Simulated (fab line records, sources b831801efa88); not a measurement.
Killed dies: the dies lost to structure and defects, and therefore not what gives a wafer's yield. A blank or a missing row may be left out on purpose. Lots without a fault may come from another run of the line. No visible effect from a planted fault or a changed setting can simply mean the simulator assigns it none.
fab line records	flow sky130
record: lots: 6	wafers: 18	lastDay: 50
route steps=708 shown SD_N@344 SD_P@359 RES_XHIGH@360 PAD_OPEN@708
lots that met no fault: taken from a fault-free run of the same line
startH: start of the lot's first displayed wafer, in hours after the record's first day	waitH: hours from the lot's prior step to this one	" unchanged from the row above	L1.1+2: a row that stands for several wafers	- value missing, or start not given	* or withheld: withheld	< > ~ a bound
route shown NAME@n: NAME is a module with steps in the file, n the number in the route of the first one	usual: the fault-free wafers' mean and standard deviation	same: alike in all rows	chamber/n: place in a boat	sites: the reading at each site	_std_site: their standard deviation	_edge_site: the outer-site mean with the inner-site mean subtracted	radiusMm: for every site, how far away it sits from the centre of the wafer	mask NAME#n: copy n	behind: tool/chamber where the wafer was last shaped	hold: the reason the lot was held/the length of the hold in hours/how it ended	device: whichever transistor did not switch (one of n, p or np)	end of line: at the end of the route, the tests of the same wafers	a step without rows: its recipe alone	killed: not the wafer's yield, but the dies lost to structure and defects at the first sort	map: dies across one wafer; x = killed, . = not, _ = none there
set.NAME: the setting that was run; set.NAME@STEP: the one run at that earlier step	model.NAME: the simulator's own value behind a step, which no gauge read
lots at selected steps of the route; one table per step, one row per wafer
services: the hour from which a tool's chamber was out of use, counted from the record's first day as startH (under 0 if before that day), plus the number of hours and why
== steps ==
step: SKY_SD_N_COAT_02
recipe: resist: NOVOLAK	spinRpm: 3000	resistThkNm: 1140
step: SKY_SD_N_SOFTBAKE_03
recipe: tempC: 90	timeS: 60	resist: NOVOLAK
step: SKY_SD_N_EXPOSE_04
recipe: maskId: NSDM	na: 0.6	sourceShape: conventional	sigmaOuter: 0.6	polarization: unpolarized	targetCdNm: 380	doseMj: 141
step: SKY_SD_N_PEB_05
recipe: tempC: withheld	timeS: *	resist: NOVOLAK
step: SKY_SD_N_DEVELOP_06
recipe: resist: NOVOLAK	developer: TMAH	developTimeS: 60	devTempC: 23
step: SKY_SD_N_CD_MEAS_07
recipe: targetCdNm: 380
usual: cdNm: 380.8/2.1
lot.wafer	tool	chamber	startH	waitH	cdNm
L211.1	cdSem-02	-	685.46	0.1	380.4
L211.2	"	-	"	"	381.7
L211.3	"	-	"	"	379.0
L212.3	cdSem-01	-	687.00	0.1	380.6
L212.4	"	-	"	"	379.3
L212.5	"	-	"	"	378.4
L224.1	cdSem-01	-	769.31	0.1	377.3
L224.2	"	-	"	"	379.2
L224.5	"	-	"	"	377.8
L225.2	cdSem-02	-	783.87	0.1	383.6
L225.4	"	-	"	"	382.8
L225.5	"	-	"	"	380.2
L229.1	cdSem-01	-	803.88	0.1	382.7
L229.3	"	-	"	"	384.2
L229.4	"	-	"	"	383.4
L231.1	cdSem-01	-	822.76	0.1	386.3
L231.2	"	-	"	"	384.3
L231.6	"	-	"	"	382.4
step: SKY_SD_N_OVL_MEAS_08
usual: SD_N_OVL: -0.3/1.3
lot.wafer	tool	chamber	startH	waitH	SD_N_OVL[nm]
L211.1	overlay-02	-	685.58	0.1	0.6
L211.2	"	-	"	"	-1.1
L211.3	"	-	"	"	0.7
L212.3	overlay-01	-	687.10	0.1	-0.4
L212.4	"	-	"	"	-2.5
L212.5	"	-	"	"	-0.1
L224.1	overlay-02	-	769.43	0.1	-0.4
L224.2	"	-	"	"	-0.4
L224.5	"	-	"	"	-1.1
L225.2	overlay-01	-	783.99	0.1	-0.2
L225.4	"	-	"	"	-0.9
L225.5	"	-	"	"	-0.9
L229.1	overlay-01	-	804.00	0.1	-0.9
L229.3	"	-	"	"	-2.3
L229.4	"	-	"	"	-0.4
L231.1	overlay-01	-	822.88	0.1	-0.3
L231.2	"	-	"	"	-2.3
L231.6	"	-	"	"	-1.7
step: SKY_SD_N_IMPLANT_09
recipe: species: As	energyKev: 50	doseCm2: 4e+15	tiltDeg: 0
step: SKY_SD_N_IMPLANT_10
recipe: species: P	energyKev: 20	doseCm2: 1e+14	tiltDeg: 0
step: SKY_SD_N_STRIP_11
recipe: chemistry: O2/N2	powerW: 1400	pressureMtorr: 1500	platenTempC: withheld	o2FlowSccm: 3000	n2FlowSccm: 300	overashFraction: 0.5
usual: drypumpMotorCurrentA: 5.8/0.54	oesProductAu: 0.527/0.0049	stripTimeToEndpointS: 22.56/0.041
same: overashFraction: 0.5
lot.wafer	tool	chamber	startH	waitH	drypumpMotorCurrentA	oesProductAu	rfHoursCounterH	stripTimeToEndpointS
L211.1	plasmaAsher-04	0	685.92	0.1	5.8	0.531	87	22.55
L211.2	"	1	"	"	6.0	0.528	87	22.58
L211.3	"	0	"	"	5.7	0.539	-	22.60
L212.3	plasmaAsher-03	0	687.45	0.1	4.9	0.530	-	22.55
L212.4	"	1	"	"	6.3	0.535	-	22.55
L212.5	"	1	"	"	6.3	0.530	-	22.56
L224.1	plasmaAsher-04	0	769.77	0.1	5.8	0.526	95	22.58
L224.2	"	1	"	"	5.9	0.532	95	22.55
L224.5	"	0	"	"	5.7	0.532	-	22.53
L225.2	plasmaAsher-04	1	784.32	0.1	6.0	0.527	96	22.56
L225.4	"	1	"	"	6.0	0.520	-	22.54
L225.5	"	0	"	"	5.7	0.531	-	22.56
L229.1	plasmaAsher-01	1	804.34	0.1	5.6	0.526	6	22.60
L229.3	"	0	"	"	6.4	0.529	-	22.57
L229.4	"	1	"	"	5.6	0.527	-	22.60
L231.1	plasmaAsher-03	1	823.22	0.1	6.3	0.531	68	22.49
L231.2	"	0	"	"	4.9	0.517	68	22.53
L231.6	"	1	"	"	6.3	0.522	-	22.55
step: SKY_SD_N_TW_MEAS_12
usual: SD_N_TW: 3997/23
lot.wafer	tool	chamber	startH	waitH	SD_N_TW
L211.1	filmMetro-03	-	686.02	0.1	3972
L211.2	"	-	"	"	3961
L211.3	"	-	"	"	3957
L212.3	filmMetro-02	-	687.54	0.1	3991
L212.4	"	-	"	"	3978
L212.5	"	-	"	"	3983
L224.1	filmMetro-02	-	769.87	0.1	3956
L224.2	"	-	"	"	3979
L224.5	"	-	"	"	3976
L225.2	filmMetro-03	-	784.43	0.1	3946
L225.4	"	-	"	"	3999
L225.5	"	-	"	"	3981
L229.1	filmMetro-01	-	804.44	0.1	4005
L229.3	"	-	"	"	3991
L229.4	"	-	"	"	4013
L231.1	filmMetro-01	-	823.32	0.1	4009
L231.2	"	-	"	"	4019
L231.6	"	-	"	"	4019
step: SKY_SD_N_CLEAN_13
recipe: chemistry: SC1/SC2	mix: 1:4:20	tempC: 70	timeS: 150	dry: n2Spin
step: SKY_SD_N_RTA_14
recipe: tempC: 1075	timeS: 2	idleTempC: 650	rampUpCPerS: 150	rampDownCPerS: 90	ambient: N2
usual: lampPowerPct: 15.73/0.053	wafer_temp_C_max: 1078.0/1.5
lot.wafer	tool	chamber	startH	waitH	lampPowerPct	wafer_temp_C_max
L211.1	rtpAnneal-01	0	686.13	0.0	15.67	1079.9
L211.2	"	0	"	"	15.73	1076.9
L211.3	"	0	"	"	15.76	1077.8
L212.3	rtpAnneal-02	0	687.65	0.0	15.75	1075.3
L212.4	"	0	"	"	15.77	1078.7
L212.5	"	0	"	"	15.56	1079.9
L224.1	rtpAnneal-02	0	769.98	0.0	15.02	1076.9
L224.2	"	0	"	"	14.90	1078.7
L224.5	"	0	"	"	15.02	1078.0
L225.2	rtpAnneal-02	0	784.54	0.0	14.97	1078.6
L225.4	"	0	"	"	15.04	1079.0
L225.5	"	0	"	"	14.90	1076.9
L229.1	rtpAnneal-01	0	804.55	0.0	15.83	1079.3
L229.3	"	0	"	"	15.71	1080.0
L229.4	"	0	"	"	15.71	1075.9
L231.1	rtpAnneal-01	0	823.43	0.0	15.72	1076.6
L231.2	"	0	"	"	15.71	1079.9
L231.6	"	0	"	"	15.77	1077.0
step: SKY_SD_N_RS_MEAS_16
recipe: thkMeasGauge: four-point-probe
usual: SD_N_RS: 68.61/0.12
lot.wafer	tool	chamber	startH	waitH	SD_N_RS[ohm/sq]
L211.1	filmMetro-03	-	686.30	0.1	68.61
L211.2	"	-	"	"	68.53
L211.3	"	-	"	"	68.48
L212.3	filmMetro-02	-	687.84	0.1	68.75
L212.4	"	-	"	"	68.65
L212.5	"	-	"	"	68.59
L224.1	filmMetro-01	-	770.16	0.1	72.01
L224.2	"	-	"	"	72.04
L224.5	"	-	"	"	72.03
L225.2	filmMetro-02	-	784.72	0.1	72.10
L225.4	"	-	"	"	72.14
L225.5	"	-	"	"	72.21
L229.1	filmMetro-02	-	804.72	0.1	68.64
L229.3	"	-	"	"	68.47
L229.4	"	-	"	"	68.68
L231.1	filmMetro-02	-	823.66	0.1	68.53
L231.2	"	-	"	"	68.61
L231.6	"	-	"	"	68.64
step: SKY_SD_N_RS_MEAS_17
recipe: thkMeasGauge: four-point-probe
usual: SD_P_RS: 147.1/0.39
lot.wafer	tool	chamber	startH	waitH	SD_P_RS[ohm/sq]
L211.1	filmMetro-03	-	686.42	0.1	147.6
L211.2	"	-	"	"	146.7
L211.3	"	-	"	"	147.0
L212.3	filmMetro-02	-	687.96	0.1	146.9
L212.4	"	-	"	"	147.0
L212.5	"	-	"	"	146.6
L224.1	filmMetro-01	-	770.28	0.1	167.1
L224.2	"	-	"	"	167.5
L224.5	"	-	"	"	167.4
L225.2	filmMetro-02	-	784.84	0.1	167.3
L225.4	"	-	"	"	166.8
L225.5	"	-	"	"	166.9
L229.1	filmMetro-02	-	804.84	0.1	147.0
L229.3	"	-	"	"	147.0
L229.4	"	-	"	"	146.9
L231.1	filmMetro-02	-	823.78	0.1	146.9
L231.2	"	-	"	"	147.3
L231.6	"	-	"	"	147.3
step: SKY_SD_N_RS_MEAS_18
recipe: thkMeasGauge: four-point-probe
usual: RES_XHIGH_RS: 333.6/1.1
lot.wafer	tool	chamber	startH	waitH	RES_XHIGH_RS[ohm/sq]
L211.1	filmMetro-03	-	686.54	0.1	335.3
L211.2	"	-	"	"	334.8
L211.3	"	-	"	"	336.4
L212.3	filmMetro-02	-	688.08	0.1	332.0
L212.4	"	-	"	"	332.3
L212.5	"	-	"	"	331.1
L224.1	filmMetro-01	-	770.40	0.1	335.4
L224.2	"	-	"	"	334.6
L224.5	"	-	"	"	334.6
L225.2	filmMetro-02	-	784.96	0.1	336.1
L225.4	"	-	"	"	335.2
L225.5	"	-	"	"	335.3
L229.1	filmMetro-02	-	804.96	0.1	331.6
L229.3	"	-	"	"	331.3
L229.4	"	-	"	"	331.9
L231.1	filmMetro-02	-	823.90	0.1	333.2
L231.2	"	-	"	"	334.2
L231.6	"	-	"	"	334.9
step: SKY_PAD_OPEN_PROBE_99
usual: killed_at_M0_to_M3: 43/7	killed_at_M4_up: 3.1/1.9	killedAtContacts: 25/6.1	killedAtFrontEnd: 15/4.5	killedAtOther: 0.3/0.55	killedDies: 87/8.9	killedOpen: 47/6.4	killedShort: 40/6.6
same: grossDies: 492	killedAtBackSide: 0
lot.wafer	tool	chamber	startH	waitH	killed_at_M0_to_M3	killed_at_M4_up	killedAtContacts	killedAtFrontEnd	killedAtOther	killedDies	killedOpen	killedShort	model.etest.resXhighPo.lineOhmUm	model.etest.resXhighPo.rsOhmSq	model.etest.pfet_01v8.rOnOhmUm	model.etest.tipP.rsOhmSq	model.etest.resPdiff.lineOhmUm	model.etest.resHighPo.lineOhmUm	model.etest.liconHighPo.rcOhm	model.etest.pfetG5v0d10v5.rOnOhmUm
L212.3	prober-02	-	1106.37	0.2	47	7	28	7	0	89	47	41	5598	1921	2928	6933	1375	752.1	337.3	4692
L212.4	prober-02	-	1106.42	0.2	43	5	30	16	0	94	54	40	5420	1920	2971	6914	1350	739.5	348.3	4709
L212.5	prober-02	-	1106.47	0.2	49	0	26	9	0	84	45	38	5409	1886	2864	6960	1380	742.1	337.9	4713
L211.1	prober-01	-	1109.12	0.1	49	2	25	10	0	86	41	45	5970	2050	2695	6883	1318	779.9	340.2	4715
L211.2	prober-01	-	1109.17	0.1	39	5	27	12	0	83	47	35	6019	2092	2792	6902	1376	753.8	351	4827
L211.3	prober-01	-	1109.22	0.2	40	4	35	13	0	92	47	44	5855	2062	2776	6918	1307	760.6	354.8	4783
L224.1	prober-01	-	1165.04	0.1	54	2	30	16	0	102	54	48	7622	2650	3047	7028	1575	914.9	494.6	4812
L224.2	prober-01	-	1165.09	0.1	58	2	33	10	0	103	58	44	7496	2615	3058	6981	1604	910.1	480.3	4795
L224.5	prober-01	-	1165.24	0.2	38	4	25	15	0	82	46	35	7559	2643	3096	6982	1580	909.5	485.9	4785
L225.2	prober-02	-	1178.61	0.1	47	2	14	26	0	89	53	36	7658	2626	3173	7233	1615	953.1	479.7	4878
L225.4	prober-02	-	1178.71	0.2	34	6	29	17	0	86	46	40	7080	2530	3242	7280	1624	917	474.8	4998
L225.5	prober-02	-	1178.76	0.2	39	2	37	18	0	96	47	49	7314	2563	3284	7212	1637	906.9	481.5	5012
L229.1	prober-02	-	1187.93	0.1	47	2	22	15	1	87	46	41	5585	2007	2809	6795	1304	748	350.2	4672
L229.3	prober-02	-	1188.03	0.2	46	1	28	12	0	87	45	42	5578	1964	2861	6816	1342	750.2	347.7	4763
L229.4	prober-02	-	1188.08	0.2	47	2	23	14	0	86	44	42	5840	2028	2830	6817	1327	755.9	338.9	4719
L231.1	prober-01	-	1198.71	0.1	38	2	23	16	0	79	38	41	5559	1960	2944	6873	1365	723	349	4774
L231.2	prober-01	-	1198.76	0.1	48	1	23	9	0	81	47	34	5556	1998	2928	6834	1409	744.1	354.5	4779
L231.6	prober-01	-	1198.96	0.2	53	8	26	20	0	107	53	54	5718	1999	2898	6798	1333	734.1	335.8	4721
killed by level:class
L212.3 METAL2:geometricParticle:short=11 LI_CONTACT:geometricParticle:open=8 CONTACT:geometricParticle:open=8 VIA1:geometricParticle:open=8 CONTACT:geometricParticle:short=7 VIA3:geometricParticle:open=7 VIA1:geometricParticle:short=4 VIA2:geometricParticle:open=4
L212.4 VIA1:geometricParticle:open=12 CONTACT:geometricParticle:open=10 VIA2:geometricParticle:open=9 LI_CONTACT:geometricParticle:open=7 CONTACT:geometricParticle:short=6 METAL2:geometricParticle:short=6 FIELD_ISO:geometricParticle:short=4 FIELD_ISO:geometricParticle:open=4
L212.5 LI_CONTACT:geometricParticle:open=10 VIA1:geometricParticle:open=10 VIA3:geometricParticle:open=9 CONTACT:geometricParticle:open=8 METAL2:geometricParticle:short=7 CONTACT:geometricParticle:short=6 VIA1:geometricParticle:short=6 VIA2:geometricParticle:open=5
L211.1 CONTACT:geometricParticle:open=9 VIA1:geometricParticle:open=9 METAL3:geometricParticle:short=7 LI_CONTACT:geometricParticle:short=6 METAL2:geometricParticle:short=6 FIELD_ISO:geometricParticle:open=5 METAL1:geometricParticle:short=5 VIA2:geometricParticle:open=5
L211.2 LI_CONTACT:geometricParticle:open=12 VIA1:geometricParticle:open=8 CONTACT:geometricParticle:open=7 VIA1:geometricParticle:short=7 VIA2:geometricParticle:open=6 VIA3:geometricParticle:open=5 METAL2:geometricParticle:short=4 FIELD_ISO:geometricParticle:short=3
L211.3 CONTACT:geometricParticle:open=12 LI_CONTACT:geometricParticle:open=11 VIA3:geometricParticle:open=9 METAL1:geometricParticle:short=7 CONTACT:geometricParticle:short=5 METAL2:geometricParticle:short=5 VIA1:geometricParticle:open=5 POLY_GATE:geometricParticle:short=4
L224.1 LI_CONTACT:geometricParticle:open=10 VIA2:geometricParticle:open=10 CONTACT:geometricParticle:open=9 METAL1:geometricParticle:short=7 VIA1:geometricParticle:open=7 METAL3:geometricParticle:short=7 POLY_GATE:geometricParticle:short=6 VIA1:geometricParticle:short=6
L224.2 CONTACT:geometricParticle:open=14 VIA2:geometricParticle:open=13 LI_CONTACT:geometricParticle:open=9 VIA3:geometricParticle:open=8 VIA1:geometricParticle:open=8 METAL1:geometricParticle:short=7 FIELD_ISO:geometricParticle:short=4 LOCAL_INTERCONNECT:geometricParticle:short=4
L224.5 CONTACT:geometricParticle:open=11 VIA1:geometricParticle:short=8 VIA1:geometricParticle:open=8 METAL1:geometricParticle:short=7 LI_CONTACT:geometricParticle:open=5 LI_CONTACT:geometricParticle:short=4 FIELD_ISO:geometricParticle:open=3 METAL4:geometricParticle:short=3
L225.2 VIA1:geometricParticle:open=12 VIA2:geometricParticle:open=11 VIA1:geometricParticle:short=7 CONTACT:geometricParticle:open=6 FIELD_ISO:geometricParticle:open=6 POLY_GATE:geometricParticle:open=6 FIELD_ISO:geometricParticle:short=5 POLY_GATE:geometricParticle:short=5
L225.4 CONTACT:geometricParticle:open=13 VIA1:geometricParticle:open=9 FIELD_ISO:geometricParticle:open=6 CONTACT:geometricParticle:short=6 METAL4:geometricParticle:short=6 FIELD_ISO:geometricParticle:short=5 LI_CONTACT:geometricParticle:open=5 VIA2:geometricParticle:open=5
L225.5 CONTACT:geometricParticle:open=14 VIA2:geometricParticle:open=8 METAL2:geometricParticle:short=8 VIA1:geometricParticle:open=7 LI_CONTACT:geometricParticle:short=6 LI_CONTACT:geometricParticle:open=6 CONTACT:geometricParticle:short=6 FIELD_ISO:geometricParticle:short=5
L229.1 VIA1:geometricParticle:open=17 LOCAL_INTERCONNECT:geometricParticle:short=7 FIELD_ISO:geometricParticle:open=6 METAL1:geometricParticle:short=6 VIA2:geometricParticle:open=6 LI_CONTACT:geometricParticle:open=4 VIA1:geometricParticle:short=4 LI_CONTACT:geometricParticle:short=3
L229.3 VIA1:geometricParticle:open=11 LOCAL_INTERCONNECT:geometricParticle:short=8 LI_CONTACT:geometricParticle:open=7 CONTACT:geometricParticle:open=7 VIA1:geometricParticle:short=7 VIA2:geometricParticle:open=7 METAL2:geometricParticle:short=6 METAL1:geometricParticle:short=6
L229.4 VIA3:geometricParticle:open=11 VIA2:geometricParticle:open=9 CONTACT:geometricParticle:open=8 CONTACT:geometricParticle:short=6 METAL1:geometricParticle:short=6 VIA1:geometricParticle:short=6 FIELD_ISO:geometricParticle:short=4 FIELD_ISO:geometricParticle:open=4
L231.1 CONTACT:geometricParticle:open=9 VIA1:geometricParticle:open=9 METAL2:geometricParticle:short=8 FIELD_ISO:geometricParticle:short=6 LOCAL_INTERCONNECT:geometricParticle:short=5 METAL1:geometricParticle:short=5 POLY_GATE:geometricParticle:short=4 LI_CONTACT:geometricParticle:open=4
L231.2 VIA3:geometricParticle:open=10 VIA1:geometricParticle:open=9 CONTACT:geometricParticle:short=6 METAL2:geometricParticle:short=6 FIELD_ISO:geometricParticle:open=5 CONTACT:geometricParticle:open=5 VIA2:geometricParticle:short=5 VIA3:geometricParticle:short=5
L231.6 VIA1:geometricParticle:open=14 LI_CONTACT:geometricParticle:open=7 CONTACT:geometricParticle:open=7 METAL2:geometricParticle:short=7 FIELD_ISO:geometricParticle:short=6 VIA1:geometricParticle:short=6 METAL4:geometricParticle:short=6 VIA2:geometricParticle:short=6
== services ==
tool	chamber	startH	hours	kind
plasmaAsher-01	-	733.75	9.0	pm
plasmaAsher-01	0	733.75	9.0	ventCycle
plasmaAsher-01	1	733.75	9.0	ventCycle
plasmaAsher-01	0	742.75	-	clean
plasmaAsher-01	1	742.75	-	clean
plasmaAsher-03	-	799.25	2.8	pm
plasmaAsher-04	-	813.30	14.6	pm
== key ==
firstSign: step: SKY_SD_N_RTA_14	reading: lampPowerPct	direction: down	sigmas: 14	usual: 15.73	struck: 14.98
effect: step: SKY_SD_N_RS_MEAS_16	reading: SD_N_RS	direction: up	sigmas: 30	usual: 68.61	struck: 72.09
effect: step: SKY_SD_N_RS_MEAS_17	reading: SD_P_RS	direction: up	sigmas: 52	usual: 147.1	struck: 167.2
effect: step: SKY_SD_N_RS_MEAS_18	reading: RES_XHIGH_RS	direction: up	sigmas: 1.5	usual: 333.6	struck: 335.2
modelEffect: step: SKY_PAD_OPEN_PROBE_99	value: etest.resXhighPo.lineOhmUm	without: 5934	struck: 7455
metAt SKY_SD_N_RTA_14
struckWafers L224.1,L224.2,L224.5,L225.2,L225.4,L225.5
testerLeftOut L224,L225
onsetBetween 687.65 769.98
fault: kind: processParameterDrift	tool: rtpAnneal-02	chamber: -	onsetH: 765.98	steps: SKY_SD_N_RTA_14	channel: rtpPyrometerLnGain	offset: 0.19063	shape: step	endH: 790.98
testerLeftOut: of these lots the tester's yield and bins aren't shown, on N5 and GAA mostly nor the transistor test; their killed dies are dies lost to structure and defects alone, not to doping, threshold or leakage, so they don't give the yield
